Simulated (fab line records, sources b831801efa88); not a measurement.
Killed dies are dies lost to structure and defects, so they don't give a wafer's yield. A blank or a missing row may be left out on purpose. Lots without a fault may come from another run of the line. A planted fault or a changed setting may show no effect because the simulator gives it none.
Which tool did it? | flow sky130 | 6 lots, 18 wafers sampled, at 3 steps of a route of 708

WHAT THE GAUGES READ, wafer by wafer
SKY_VT_ADJUST_PCH_TW_MEAS_10.
lot  | measured     | on            | VT_ADJUST_PCH_TW
L657 | day 10 21:14 | film_metro-02 | 147.1 147.7 147.4
L661 | day 12 17:02 | film_metro-01 | 113.7 113.3 113.5
L669 | day 15 09:03 | film_metro-02 | 146.0 145.7 145.9
L674 | day 16 13:58 | film_metro-01 | 141.6 141.6 141.3
L676 | day 16 23:48 | film_metro-02 | 146.1 146.5 147.4
L678 | day 17 18:30 | film_metro-03 | 142.5 141.6 142.5

WHICH TOOL RAN EACH LOT (tool, then ch and the chambers of the sampled wafers, then the start)
lot  | SKY_VT_ADJUST_HVTP_STRIP_10          | SKY_VT_ADJUST_PCH_IMPLANT_08
L657 | plasma_asher-03 ch 0,1, day 6 12:42  | implanter-01 ch 0, day 10 21:01
L661 | plasma_asher-01 ch 0,1, day 8 00:22  | implanter-01 ch 0, day 12 16:49
L669 | plasma_asher-03 ch 0,1, day 10 03:33 | implanter-02 ch 0, day 15 08:47
L674 | plasma_asher-01 ch 0,1, day 11 03:59 | implanter-04 ch 0, day 16 13:45
L676 | plasma_asher-01 ch 0,1, day 11 10:37 | implanter-02 ch 0, day 16 23:33
L678 | plasma_asher-04 ch 0,1, day 12 02:19 | implanter-04 ch 0, day 17 18:15
- SKY_VT_ADJUST_HVTP_STRIP_10: strips in O2/N2.
- SKY_VT_ADJUST_PCH_IMPLANT_08

THE ANSWER, worked out from the rows above alone
Rule: what is usual is taken from the lots themselves. Put in order of their means at a reading, lots are off if they are a third of the lots or fewer, leave a main group of 4 or more, and stand apart from it by a gap of 3 or more times the standard deviation of the main group's means; of several such gaps the widest counts. A main group whose means are all the same, to the digits that the tables above print for the reading, isn't used. A lot without any number at a reading at which 4 lots or more have one is off too. The other lots that the step has rows for count as sound.
Off: L661, at SKY_VT_ADJUST_PCH_TW_MEAS_10 (VT_ADJUST_PCH_TW). The main group: mean 144.7, standard deviation 2.4.
A tool fits if, at a process step before that reading, it ran every lot that is off, and no sound lot after the first of them. The gauges at SKY_VT_ADJUST_PCH_TW_MEAS_10 are tried like those tools. One fits: implanter-01 at SKY_VT_ADJUST_PCH_IMPLANT_08. Its last sound lot is L657 (day 10 21:01), its first lot that is off L661 (day 12 16:49): a fault that began between those two fits.

WHAT THE SIMULATOR HAD PUT IN
Process parameter drift: implanter-01, from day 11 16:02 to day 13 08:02, at SKY_VT_ADJUST_PCH_IMPLANT_08. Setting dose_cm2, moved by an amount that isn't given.
Lots struck among those shown: L661. The rule above found the same.
